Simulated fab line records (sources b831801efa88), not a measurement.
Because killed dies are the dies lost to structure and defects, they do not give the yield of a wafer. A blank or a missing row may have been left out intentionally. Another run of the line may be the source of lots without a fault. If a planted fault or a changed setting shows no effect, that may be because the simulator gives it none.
fab line records	flow sky130
[record] lots = 5	wafers = 15	last-day = 50
route steps=708 shown METAL5@672 PASSIVATION@681 PAD_OPEN@694
lots that met no fault: from a run of the same line without faults
start-h: hours from the record's opening day to when the first of the lot's shown wafers began	wait-h: how many hours have passed since the lot's step before this one	" identical to the entry in the row above	L1.1+2: a single row standing in for several wafers	- no value present, or no start provided	* or withheld: withheld	< > ~ a bound
route shown NAME@n: NAME is a module with steps in the file, n the number in the route of the first one	usual: mean/standard deviation taken from wafers without a fault	same: alike in all rows	chamber/n: place in a boat	sites: each site's reading	_std_site: standard deviation of those values	_edge_site: outer sites' mean less inner sites'	radius-mm: for every site, how far away it sits from the centre of the wafer	mask NAME#n: copy n	behind: the most recent tool/chamber to have shaped the wafer	hold: the reason the lot was held/the length of the hold in hours/how it ended	device: the n, p or np transistor that did not switch	end of line: the route-end tests of the same wafers	a step without rows: its recipe alone	killed: count of dies lost to structure and defects at first sort (not the wafer's yield)	map: the dies of a wafer, with x for killed, . for not killed, _ for no die there
set.NAME: the setting the step ran with; set.NAME@STEP: the setting that earlier step ran with	model.NAME: the simulator's own value behind a step, which no gauge read
lots at selected steps of the route; one table per step, one row per wafer
services: when a tool's chamber went out of use (start-h, in hours from the record's first day, below 0 if earlier), for how many hours, and the reason
[[steps]]
[step SKY_METAL5_EXPOSE_11]
[recipe] mask-id = MM5	na = 0.6	source-shape = conventional	sigma-outer = 0.6	polarization = unpolarized	target-cd-nm = 1600	dose-mj = 190
lot.wafer	tool	chamber	start-h	wait-h	mask
L082.2+4+6	iline-stepper-01	0	-	-	MM5#0
L091.2+5+6	iline-stepper-02	0	-	-	MM5#0
L095.1+5+6	iline-stepper-01	0	-	-	MM5#0
L096.1+5+6	iline-stepper-01	0	-	-	MM5#0
L097.1+3+5	iline-stepper-02	0	-	-	MM5#0
[step SKY_METAL5_PEB_12]
[recipe] temp-c = withheld	time-s = *	resist = NOVOLAK
lot.wafer	tool	chamber	start-h	wait-h
L082.2+4+6	litho-track-01	0	-	-
L091.2+5+6	litho-track-01	0	-	-
L095.1+5+6	litho-track-02	0	-	-
L096.1+5+6	litho-track-03	0	-	-
L097.1+3+5	litho-track-02	0	-	-
[step SKY_METAL5_DEVELOP_13]
[recipe] resist = NOVOLAK	developer = TMAH	develop-time-s = 60	dev-temp-c = 23
lot.wafer	tool	chamber	start-h	wait-h
L082.2+4+6	litho-track-01	0	1083.98	0.1
L091.2+5+6	litho-track-01	0	1138.58	0.1
L095.1+5+6	litho-track-02	0	1154.77	0.1
L096.1+5+6	litho-track-03	0	1160.76	0.1
L097.1+3+5	litho-track-02	0	1168.02	0.1
[step SKY_METAL5_DESCUM_14]
[recipe] chemistry = O2	source-power-w = 150	bias-power-w = 0	pressure-mtorr = 10	temp-c = 40	time-s = 11
[usual] drypump-motor-current-A = 5.76/0.27	oes-product-au = 0.997/0.015
lot.wafer	tool	chamber	start-h	wait-h	drypump-motor-current-A	oes-product-au	rf-hours-counter-h
L082.2	rie-metal-04	1	1084.10	0.1	5.78	1.022	3
L082.4	"	0	"	"	6.26	1.000	-
L082.6	"	0	"	"	6.26	0.990	-
L091.2	rie-metal-04	1	1138.70	0.1	5.78	1.031	7
L091.5	"	0	"	"	6.27	0.988	-
L091.6	"	1	"	"	5.78	1.008	-
L095.1	rie-metal-03	0	1154.92	0.1	5.38	1.005	29
L095.5	"	1	"	"	5.79	0.986	-
L095.6	"	0	"	"	5.37	1.017	-
L096.1	rie-metal-04	1	1160.91	0.1	5.77	1.037	8
L096.5	"	1	"	"	5.78	1.026	-
L096.6	"	0	"	"	6.25	1.007	-
L097.1	rie-metal-02	0	1168.17	0.1	5.58	0.979	20
L097.3	"	1	"	"	5.99	0.981	-
L097.5	"	0	"	"	5.60	0.979	-
[step SKY_METAL5_METAL_ETCH_15]
[recipe] target-depth-a = 12600	stop-on = SiO2	over-etch-frac = 0.2	time-s = 252	chemistry = Cl2/BCl3	resist-sidewall-deg = 86	pressure-mtorr = 10	icp-w = 900	bias-w = 48.5	Cl2_flow_sccm = 60	bcl3-flow-sccm = 30
[usual] drypump-motor-current-A = 5.77/0.26	mfc-cl2-sccm = 60.02/0.18	oes-product-au = 0.895/0.0051	throttle-valve-pct = 22.264/0.0082
lot.wafer	tool	chamber	start-h	wait-h	drypump-motor-current-A	mfc-cl2-sccm	oes-product-au	rf-hours-counter-h	throttle-valve-pct
L082.2	rie-metal-04	1	1084.14	0.0	5.76	60.15	0.894	3	22.266
L082.4	"	0	"	"	6.27	60.01	0.900	-	22.269
L082.6	"	0	"	"	6.26	60.07	0.895	-	22.267
L091.2	rie-metal-04	1	1138.74	0.0	5.77	59.99	0.889	7	22.268
L091.5	"	0	"	"	6.26	59.48	0.887	-	22.272
L091.6	"	1	"	"	5.77	59.95	0.903	-	22.263
L095.1	rie-metal-03	0	1154.96	0.0	5.37	60.20	0.900	29	22.253
L095.5	"	1	"	"	5.78	60.00	0.899	-	22.265
L095.6	"	0	"	"	5.38	60.25	0.892	-	22.265
L096.1	rie-metal-04	1	1160.94	0.0	5.79	60.49	0.893	8	22.263
L096.5	"	1	"	"	5.79	59.95	0.895	-	22.253
L096.6	"	0	"	"	6.24	60.13	0.889	-	22.250
L097.1	rie-metal-02	0	1168.21	0.0	5.63	59.93	0.895	20	22.257
L097.3	"	1	"	"	5.98	60.08	0.895	-	22.273
L097.5	"	0	"	"	5.59	60.00	0.891	-	22.274
[step SKY_METAL5_STRIP_16]
[recipe] chemistry = O2/N2	power-w = 1400	pressure-mtorr = 1500	platen-temp-c = withheld	o2-flow-sccm = 3000	n2-flow-sccm = 300	overash-fraction = 0.5
[usual] drypump-motor-current-A = 5.6/0.36	oes-product-au = 0.710/0.0048	strip-time-to-endpoint-s = 13.12/0.18
lot.wafer	tool	chamber	start-h	wait-h	drypump-motor-current-A	oes-product-au	rf-hours-counter-h	strip-time-to-endpoint-s
L082.2	plasma-asher-04	0	1084.37	0.2	5.7	0.706	70	12.75
L082.4	"	0	"	"	5.7	0.709	-	12.91
L082.6	"	0	"	"	5.8	0.700	-	13.01
L091.2	plasma-asher-01	1	1138.97	0.2	5.8	0.706	107	12.81
L091.5	"	1	"	"	5.8	0.710	-	13.00
L091.6	"	0	"	"	5.9	0.700	-	12.82
L095.1	plasma-asher-02	0	1155.19	0.2	6.0	0.706	1	12.87
L095.5	"	1	"	"	5.7	0.713	-	13.30
L095.6	"	0	"	"	6.0	0.708	-	12.82
L096.1	plasma-asher-01	0	1161.18	0.2	5.9	0.704	109	12.88
L096.5	"	0	"	"	5.9	0.714	-	12.85
L096.6	"	1	"	"	5.8	0.708	-	13.23
L097.1	plasma-asher-02	0	1168.44	0.2	6.0	0.715	2	13.22
L097.3	"	0	"	"	6.0	0.704	-	13.12
L097.5	"	1	"	"	5.7	0.719	-	13.23
[step SKY_METAL5_STRIP_17]
[recipe] chemistry = post-etch-residue-remover	time-s = 1200	temp-c = 72.5
lot.wafer	tool	chamber	start-h	wait-h
L082.2+4+6	wet-bench-04	3	1084.47	0.1
L091.2+5+6	wet-bench-01	0	1139.07	0.1
L095.1+5+6	wet-bench-04	2	1155.29	0.1
L096.1+5+6	wet-bench-04	2	1161.28	0.1
L097.1+3+5	wet-bench-02	1	1168.54	0.1
[step SKY_METAL5_CLEAN_18]
[recipe] chemistry = IPA	time-s = 180	temp-c = 25
lot.wafer	tool	chamber	start-h	wait-h
L082.2+4+6	wet-bench-04	3	1084.81	0.0
L091.2+5+6	wet-bench-04	2	1139.75	0.0
L095.1+5+6	wet-bench-04	0	1155.66	0.0
L096.1+5+6	wet-bench-04	1	1161.62	0.0
L097.1+3+5	wet-bench-04	3	1168.92	0.0
[step SKY_METAL5_CLEAN_19]
[recipe] chemistry = O3/DIW	dry = n2-spin
lot.wafer	tool	chamber	start-h	wait-h
L082.2+4+6	wet-bench-02	0	1084.87	0.0
L091.2+5+6	wet-bench-01	0	1139.81	0.0
L095.1+5+6	wet-bench-04	2	1155.72	0.0
L096.1+5+6	wet-bench-04	3	1161.68	0.0
L097.1+3+5	wet-bench-04	2	1168.97	0.0
[step SKY_PASSIVATION_CVD_00]
[recipe] material = SiO2	target-thk-nm = 90	temp-c = 400	time-s = withheld	rf-w = 600
[usual] heater-power-w = 656/110
lot.wafer	tool	chamber	start-h	wait-h	heater-power-w
L082.2	pecvd-01	0	1084.96	0.0	935
L082.4	"	2	"	"	670
L082.6	"	1	"	"	541
L091.2	pecvd-04	2	1140.00	0.0	739
L091.5	"	1	"	"	563
L091.6	"	0	"	"	509
L095.1	pecvd-01	1	1155.81	0.0	504
L095.5	"	0	"	"	863
L095.6	"	1	"	"	505
L096.1	pecvd-01	1	1161.77	0.0	475
L096.5	"	0	"	"	815
L096.6	"	1	"	"	486
L097.1	pecvd-02	0	1169.07	0.0	512
L097.3	"	2	"	"	767
L097.5	"	0	"	"	535
[step SKY_PASSIVATION_THK_MEAS_01]
[recipe] reads = SiO2_of_PASSIVATION_CVD_00
[usual] PASSIVATION_CVD_00_THK = 89.8/1.4
lot.wafer	tool	chamber	start-h	wait-h	PASSIVATION_CVD_00_THK[nm]
L082.2	film-metro-01	-	1084.99	-	91.1
L082.4	"	-	"	"	90.8
L082.6	"	-	"	"	89.1
L091.2	film-metro-03	-	1140.03	-	91.6
L091.5	"	-	"	"	90.9
L091.6	"	-	"	"	91.5
L095.1	film-metro-03	-	1155.84	-	88.1
L095.5	"	-	"	"	91.7
L095.6	"	-	"	"	89.5
L096.1	film-metro-01	-	1161.79	-	88.0
L096.5	"	-	"	"	91.7
L096.6	"	-	"	"	89.3
L097.1	film-metro-03	-	1169.10	-	87.5
L097.3	"	-	"	"	89.4
L097.5	"	-	"	"	89.5
[step SKY_PASSIVATION_CVD_02]
[recipe] material = Si3N4	target-thk-nm = 540	temp-c = 400	time-s = withheld	rf-w = 450
[usual] heater-power-w = 737/110
lot.wafer	tool	chamber	start-h	wait-h	heater-power-w
L082.2	pecvd-02	2	1085.04	0.0	845
L082.4	"	0	"	"	617
L082.6	"	1	"	"	765
L091.2	pecvd-01	0	1140.08	0.0	858
L091.5	"	2	"	"	864
L091.6	"	0	"	"	935
L095.1	pecvd-04	1	1155.90	0.1	716
L095.5	"	1	"	"	758
L095.6	"	2	"	"	830
L096.1	pecvd-04	1	1161.85	0.1	657
L096.5	"	0	"	"	670
L096.6	"	1	"	"	701
L097.1	pecvd-01	0	1169.16	0.1	976
L097.3	"	2	"	"	773
L097.5	"	1	"	"	603
[step SKY_PASSIVATION_THK_MEAS_03]
[recipe] reads = Si3N4_of_PASSIVATION_CVD_02
[usual] PASSIVATION_CVD_02_THK = 539/7.8
lot.wafer	tool	chamber	start-h	wait-h	PASSIVATION_CVD_02_THK[nm]
L082.2	film-metro-03	-	1085.28	-	524
L082.4	"	-	"	"	540
L082.6	"	-	"	"	539
L091.2	film-metro-04	-	1140.31	-	540
L091.5	"	-	"	"	551
L091.6	"	-	"	"	551
L095.1	film-metro-03	-	1156.12	-	531
L095.5	"	-	"	"	540
L095.6	"	-	"	"	546
L096.1	film-metro-04	-	1162.08	-	519
L096.5	"	-	"	"	544
L096.6	"	-	"	"	530
L097.1	film-metro-03	-	1169.38	-	535
L097.3	"	-	"	"	541
L097.5	"	-	"	"	542
[step SKY_PASSIVATION_DEHYDRATE_04]
[recipe] temp-c = 200	time-s = 60
lot.wafer	tool	chamber	start-h	wait-h
L082.2+4+6	litho-track-02	0	1094.75	9.5
L091.2+5+6	litho-track-02	0	1149.05	8.7
L095.1+5+6	litho-track-03	0	1163.91	7.8
L096.1+5+6	litho-track-02	0	1170.17	8.1
L097.1+3+5	litho-track-03	0	1176.81	7.4
[step SKY_PASSIVATION_HMDS_05]
[recipe] prime-time-s = 60	prime-temp-c = 120
lot.wafer	tool	chamber	start-h	wait-h
L082.2+4+6	litho-track-02	0	1094.90	0.1
L091.2+5+6	litho-track-02	0	1149.20	0.1
L095.1+5+6	litho-track-03	0	1164.06	0.1
L096.1+5+6	litho-track-02	0	1170.32	0.1
L097.1+3+5	litho-track-03	0	1176.96	0.1
[step SKY_PASSIVATION_COAT_06]
[recipe] spin-rpm = 2000	resist-thk-nm = 3000
lot.wafer	tool	chamber	start-h	wait-h
L082.2+4+6	litho-track-02	0	1095.05	0.1
L091.2+5+6	litho-track-02	0	1149.35	0.1
L095.1+5+6	litho-track-03	0	1164.21	0.1
L096.1+5+6	litho-track-02	0	1170.47	0.1
L097.1+3+5	litho-track-03	0	1177.11	0.1
[step SKY_PASSIVATION_SOFTBAKE_07]
[recipe] temp-c = 110	time-s = withheld
lot.wafer	tool	chamber	start-h	wait-h
L082.2+4+6	litho-track-02	0	1095.21	0.1
L091.2+5+6	litho-track-02	0	1149.51	0.1
L095.1+5+6	litho-track-03	0	1164.36	0.1
L096.1+5+6	litho-track-02	0	1170.62	0.1
L097.1+3+5	litho-track-03	0	1177.26	0.1
[step SKY_PASSIVATION_EXPOSE_08]
[recipe] mask-id = NSM	target-cd-nm = 3000	na = 0.57	dose-mj = 260
lot.wafer	tool	chamber	start-h	wait-h	mask
L082.2+4+6	iline-stepper-02	0	-	-	NSM#0
L091.2+5+6	iline-stepper-02	0	-	-	NSM#0
L095.1+5+6	iline-stepper-02	0	-	-	NSM#0
L096.1+5+6	iline-stepper-02	0	-	-	NSM#0
L097.1+3+5	iline-stepper-02	0	-	-	NSM#0
[step SKY_PASSIVATION_PEB_09]
[recipe] temp-c = 115	time-s = withheld
lot.wafer	tool	chamber	start-h	wait-h
L082.2+4+6	litho-track-02	0	-	-
L091.2+5+6	litho-track-03	0	-	-
L095.1+5+6	litho-track-04	0	-	-
L096.1+5+6	litho-track-03	0	-	-
L097.1+3+5	litho-track-02	0	-	-
[step SKY_PASSIVATION_DEVELOP_10]
[recipe] develop-time-s = 60	dev-temp-c = 23
lot.wafer	tool	chamber	start-h	wait-h
L082.2+4+6	litho-track-02	0	-	-
L091.2+5+6	litho-track-03	0	-	-
L095.1+5+6	litho-track-04	0	-	-
L096.1+5+6	litho-track-03	0	-	-
L097.1+3+5	litho-track-02	0	-	-
[step SKY_PASSIVATION_ETCH_11]
[recipe] chemistry = CF4/O2	target-depth-nm = 725	stop-on = AlCu	source-w = 800	bias-w = 150	pressure-mtorr = 150	cf4-flow-sccm = 80	O2_flow_sccm = 10	time-s = 161.1
[usual] drypump-motor-current-A = 5.7/0.38	oes-product-au = 0.976/0.0077	throttle-valve-pct = 5.965/0.0095
lot.wafer	tool	chamber	start-h	wait-h	drypump-motor-current-A	oes-product-au	rf-hours-counter-h	throttle-valve-pct
L082.2	rie-diel-04	3	1105.47	-	5.7	0.962	5	5.961
L082.4	"	0	"	"	5.9	0.978	9	5.978
L082.6	"	0	"	"	5.9	0.975	-	5.968
L091.2	rie-diel-04	2	1158.26	-	6.4	0.982	21	5.960
L091.5	"	1	"	"	6.0	0.979	-	5.971
L091.6	"	0	"	"	5.9	0.988	-	5.970
L095.1	rie-diel-03	0	1172.95	-	5.8	0.966	18	5.959
L095.5	"	3	"	"	5.3	0.978	-	5.970
L095.6	"	0	"	"	5.8	0.986	-	5.976
L096.1	rie-diel-04	3	1178.76	-	5.7	0.948	8	5.958
L096.5	"	2	"	"	6.4	0.983	-	5.960
L096.6	"	1	"	"	6.0	0.974	-	5.974
L097.1	rie-diel-03	3	1185.42	-	5.3	0.971	25	5.954
L097.3	"	2	"	"	5.3	0.970	19	5.954
L097.5	"	2	"	"	5.4	0.968	-	5.968
[step SKY_PASSIVATION_STRIP_12]
[recipe] chemistry = O2/N2	power-w = 1400	pressure-mtorr = 1500	platen-temp-c = withheld	overash-fraction = 0.7	o2-flow-sccm = 3000	n2-flow-sccm = 300
[usual] drypump-motor-current-A = 5.86/0.079	oes-product-au = 0.661/0.004	strip-time-to-endpoint-s = 31.57/0.12
lot.wafer	tool	chamber	start-h	wait-h	drypump-motor-current-A	oes-product-au	rf-hours-counter-h	strip-time-to-endpoint-s
L082.2	plasma-asher-01	1	1105.58	0.1	5.79	0.661	103	31.67
L082.4	"	0	"	"	5.85	0.660	-	31.61
L082.6	"	1	"	"	5.79	0.662	-	31.56
L091.2	plasma-asher-03	0	1158.37	0.1	5.99	0.658	44	31.59
L091.5	"	1	"	"	5.86	0.656	-	31.58
L091.6	"	0	"	"	5.97	0.661	-	31.52
L095.1	plasma-asher-03	0	1173.05	0.1	5.98	0.655	46	31.56
L095.5	"	1	"	"	5.86	0.653	-	31.57
L095.6	"	0	"	"	5.97	0.657	-	31.53
L096.1	plasma-asher-02	1	1178.87	0.1	5.68	0.662	3	31.89
L096.5	"	1	"	"	5.70	0.658	-	31.58
L096.6	"	0	"	"	6.01	0.662	-	31.66
L097.1	plasma-asher-01	1	1185.53	0.1	5.81	0.657	112	31.46
L097.3	"	0	"	"	5.86	0.658	-	31.68
L097.5	"	1	"	"	5.81	0.655	-	31.60
[step SKY_PAD_OPEN_DEHYDRATE_00]
[recipe] temp-c = 200	time-s = 60
lot.wafer	tool	chamber	start-h	wait-h
L082.2+4+6	litho-track-01	0	1114.98	9.4
L091.2+5+6	litho-track-01	0	1166.48	8.1
L095.1+5+6	litho-track-01	0	1180.40	7.3
L096.1+5+6	litho-track-01	0	1186.75	7.9
L097.1+3+5	litho-track-02	0	1193.02	7.5
[step SKY_PAD_OPEN_HMDS_01]
[recipe] prime-time-s = 60	prime-temp-c = 120
lot.wafer	tool	chamber	start-h	wait-h
L082.2+4+6	litho-track-01	0	1115.13	0.1
L091.2+5+6	litho-track-01	0	1166.63	0.1
L095.1+5+6	litho-track-01	0	1180.55	0.1
L096.1+5+6	litho-track-01	0	1186.90	0.1
L097.1+3+5	litho-track-02	0	1193.17	0.1
[step SKY_PAD_OPEN_COAT_02]
[recipe] spin-rpm = 2000	resist-thk-nm = 3000
lot.wafer	tool	chamber	start-h	wait-h
L082.2+4+6	litho-track-01	0	1115.28	0.1
L091.2+5+6	litho-track-01	0	1166.78	0.1
L095.1+5+6	litho-track-01	0	1180.70	0.1
L096.1+5+6	litho-track-01	0	1187.05	0.1
L097.1+3+5	litho-track-02	0	1193.32	0.1
[step SKY_PAD_OPEN_SOFTBAKE_03]
[recipe] temp-c = 110	time-s = withheld
lot.wafer	tool	chamber	start-h	wait-h
L082.2+4+6	litho-track-01	0	1115.43	0.1
L091.2+5+6	litho-track-01	0	1166.94	0.1
L095.1+5+6	litho-track-01	0	1180.85	0.1
L096.1+5+6	litho-track-01	0	1187.20	0.1
L097.1+3+5	litho-track-02	0	1193.47	0.1
[step SKY_PAD_OPEN_EXPOSE_04]
[recipe] mask-id = PDM	target-cd-nm = 60000	na = 0.57	dose-mj = 260
lot.wafer	tool	chamber	start-h	wait-h	mask
L082.2+4+6	iline-stepper-02	0	-	-	PDM#0
L091.2+5+6	iline-stepper-01	0	-	-	PDM#0
L095.1+5+6	iline-stepper-02	0	-	-	PDM#0
L096.1+5+6	iline-stepper-02	0	-	-	PDM#0
L097.1+3+5	iline-stepper-02	0	-	-	PDM#0
[step SKY_PAD_OPEN_PEB_05]
[recipe] temp-c = 115	time-s = withheld
lot.wafer	tool	chamber	start-h	wait-h
L082.2+4+6	litho-track-01	0	-	-
L091.2+5+6	litho-track-02	0	-	-
L095.1+5+6	litho-track-02	0	-	-
L096.1+5+6	litho-track-02	0	-	-
L097.1+3+5	litho-track-01	0	-	-
[step SKY_PAD_OPEN_DEVELOP_06]
[recipe] develop-time-s = 60	dev-temp-c = 23
lot.wafer	tool	chamber	start-h	wait-h
L082.2+4+6	litho-track-01	0	-	-
L091.2+5+6	litho-track-02	0	-	-
L095.1+5+6	litho-track-02	0	-	-
L096.1+5+6	litho-track-02	0	-	-
L097.1+3+5	litho-track-01	0	-	-
[step SKY_PAD_OPEN_ETCH_07]
[recipe] chemistry = CF4/O2	target-depth-nm = 725	stop-on = AlCu	source-w = 800	bias-w = 150	pressure-mtorr = 150	cf4-flow-sccm = 80	O2_flow_sccm = 10	time-s = 161.1
[usual] drypump-motor-current-A = 5.7/0.46	oes-product-au = 0.977/0.0081	throttle-valve-pct = 5.964/0.0086
lot.wafer	tool	chamber	start-h	wait-h	drypump-motor-current-A	oes-product-au	rf-hours-counter-h	throttle-valve-pct
L082.2	rie-diel-01	2	1125.45	-	6.1	0.977	10	5.964
L082.4	"	0	"	"	4.9	0.981	-	5.953
L082.6	"	3	"	"	5.5	0.978	-	5.959
L091.2	rie-diel-01	3	1174.97	-	5.5	0.986	21	5.963
L091.5	"	0	"	"	4.9	0.983	-	5.960
L091.6	"	3	"	"	5.5	0.978	-	5.968
L095.1	rie-diel-04	1	1189.17	-	5.9	0.965	9	5.970
L095.5	"	0	"	"	5.9	0.970	-	5.966
L095.6	"	3	"	"	5.7	0.963	-	5.963
L096.1	rie-diel-04	3	1194.97	-	5.7	0.955	9	5.954
L096.5	"	0	"	"	5.9	0.976	-	5.960
L096.6	"	3	"	"	5.7	0.967	-	5.938
L097.1	rie-diel-02	1	1200.40	-	5.2	0.970	19	5.970
L097.3	"	0	"	"	6.2	0.978	24	5.963
L097.5	"	1	"	"	5.2	0.984	-	5.967
[step SKY_PAD_OPEN_STRIP_08]
[recipe] chemistry = O2/N2	power-w = 1400	pressure-mtorr = 1500	platen-temp-c = withheld	overash-fraction = 0.7	o2-flow-sccm = 3000	n2-flow-sccm = 300
[usual] drypump-motor-current-A = 5.85/0.19	oes-product-au = 0.663/0.0048	strip-time-to-endpoint-s = 37.06/0.11
lot.wafer	tool	chamber	start-h	wait-h	drypump-motor-current-A	oes-product-au	rf-hours-counter-h	strip-time-to-endpoint-s
L082.2	plasma-asher-03	0	1125.56	0.1	5.99	0.662	40	37.14
L082.4	"	1	"	"	5.85	0.670	-	37.18
L082.6	"	1	"	"	5.84	0.664	-	37.20
L091.2	plasma-asher-03	0	1175.08	0.1	5.99	0.664	46	37.20
L091.5	"	1	"	"	5.87	0.666	-	37.13
L091.6	"	0	"	"	5.98	0.670	-	37.15
L095.1	plasma-asher-03	0	1189.28	0.1	5.99	0.656	47	36.94
L095.5	"	1	"	"	5.84	0.665	-	37.06
L095.6	"	0	"	"	5.95	0.672	-	37.01
L096.1	plasma-asher-04	0	1195.08	0.1	5.75	0.664	82	36.96
L096.5	"	1	"	"	5.02	0.658	-	36.99
L096.6	"	0	"	"	5.73	0.664	-	36.91
L097.1	plasma-asher-01	0	1200.51	0.1	5.90	0.663	113	36.95
L097.3	"	1	"	"	5.81	0.658	-	36.94
L097.5	"	1	"	"	5.81	0.664	-	36.93
[step SKY_PAD_OPEN_STRIP_09]
[recipe] chemistry = post-etch-residue-remover	time-s = 1200	temp-c = 72.5
lot.wafer	tool	chamber	start-h	wait-h
L082.2+4+6	wet-bench-03	2	1125.66	0.1
L091.2+5+6	wet-bench-02	0	1175.18	0.1
L095.1+5+6	wet-bench-03	0	1189.38	0.1
L096.1+5+6	wet-bench-03	3	1195.18	0.1
L097.1+3+5	wet-bench-04	1	1200.61	0.1
[step SKY_PAD_OPEN_CLEAN_10]
[recipe] chemistry = IPA	time-s = 180	temp-c = 25
lot.wafer	tool	chamber	start-h	wait-h
L082.2+4+6	wet-bench-03	0	1126.03	0.0
L091.2+5+6	wet-bench-02	3	1175.55	0.0
L095.1+5+6	wet-bench-04	3	1189.79	0.0
L096.1+5+6	wet-bench-04	0	1195.55	0.0
L097.1+3+5	wet-bench-04	0	1201.01	0.0
[step SKY_PAD_OPEN_CLEAN_11]
[recipe] chemistry = O3/DIW	dry = n2-spin
lot.wafer	tool	chamber	start-h	wait-h
L082.2+4+6	wet-bench-04	1	1126.16	0.0
L091.2+5+6	wet-bench-04	3	1175.62	0.0
L095.1+5+6	wet-bench-03	3	1189.84	0.0
L096.1+5+6	wet-bench-03	0	1195.62	0.0
L097.1+3+5	wet-bench-04	3	1201.08	0.0
[step SKY_PAD_OPEN_ANNEAL_12]
[recipe] temp-c = 400	time-s = withheld	ambient = N2/H2	idle-temp-c = 300	ramp-up-c-per-min = 8	ramp-down-c-per-min = 4
[usual] zone-power-bottom-pct = 6.62/0.075	zone-power-upper-pct = 4.47/0.075
lot.wafer	tool	chamber	start-h	wait-h	zone-power-bottom-pct	zone-power-upper-pct
L082.2	furnace-02	0	1126.25	0.0	6.62	4.43
L082.4	"	0	"	"	6.58	4.37
L082.6	"	0	"	"	6.76	4.39
L091.2	furnace-01	0	1175.71	0.0	6.49	4.64
L091.5	"	0	"	"	6.57	4.52
L091.6	"	0	"	"	6.69	4.54
L095.1	furnace-01	0	1189.95	0.0	6.47	4.58
L095.5	"	0	"	"	6.60	4.58
L095.6	"	0	"	"	6.63	4.54
L096.1	furnace-02	0	1195.72	0.0	6.61	4.39
L096.5	"	0	"	"	6.58	4.29
L096.6	"	0	"	"	6.73	4.44
L097.1	furnace-01	0	1201.19	0.0	6.48	4.54
L097.3	"	0	"	"	6.61	4.53
L097.5	"	0	"	"	6.55	4.46
[step SKY_PAD_OPEN_BOW_MEAS_13]
[recipe] mode = bow
[usual] PAD_OPEN_BOW = 50/8.5
lot.wafer	tool	chamber	start-h	wait-h	PAD_OPEN_BOW[um]
L082.2	film-metro-04	-	1127.77	-	58
L082.4	"	-	"	"	54
L082.6	"	-	"	"	77
L091.2	film-metro-04	-	1177.23	-	47
L091.5	"	-	"	"	48
L091.6	"	-	"	"	54
L095.1	film-metro-02	-	1191.45	-	40
L095.5	"	-	"	"	39
L095.6	"	-	"	"	50
L096.1	film-metro-04	-	1197.22	-	41
L096.5	"	-	"	"	40
L096.6	"	-	"	"	43
L097.1	film-metro-01	-	1202.69	-	64
L097.3	"	-	"	"	49
L097.5	"	-	"	"	54
[[services]]
tool	chamber	start-h	hours	kind
rie-diel-01	2	1050.13	3.5	repair
furnace-01	-	1051.23	3.6	pm
wet-bench-01	-	1059.86	1.9	pm
rie-metal-04	-	1064.25	10.0	pm
plasma-asher-01	-	1068.19	3.0	repair
rie-diel-04	2	1068.56	3.8	repair
furnace-02	-	1072.10	4.2	pm
furnace-01	-	1078.58	3.1	pm
pecvd-04	-	1082.95	2.7	repair
wet-bench-01	-	1085.61	7.5	repair
furnace-02	-	1090.45	3.9	pm
rie-diel-03	2	1096.13	4.1	repair
iline-stepper-01	-	1103.08	0.5	repair
iline-stepper-02	-	1105.01	1.7	pm
rie-diel-01	1	1109.17	27.6	repair
iline-stepper-02	-	1120.71	7.2	repair
pecvd-02	-	1130.26	2.8	pm
furnace-01	-	1134.43	6.2	pm
plasma-asher-02	-	1135.14	9.0	pm
rie-diel-04	1	1139.41	6.7	repair
rie-metal-04	-	1147.36	2.8	pm
rie-diel-04	2	1168.70	5.8	repair
pecvd-01	-	1184.66	1.1	repair
pecvd-04	-	1195.77	2.8	pm
[[key]]
fault none
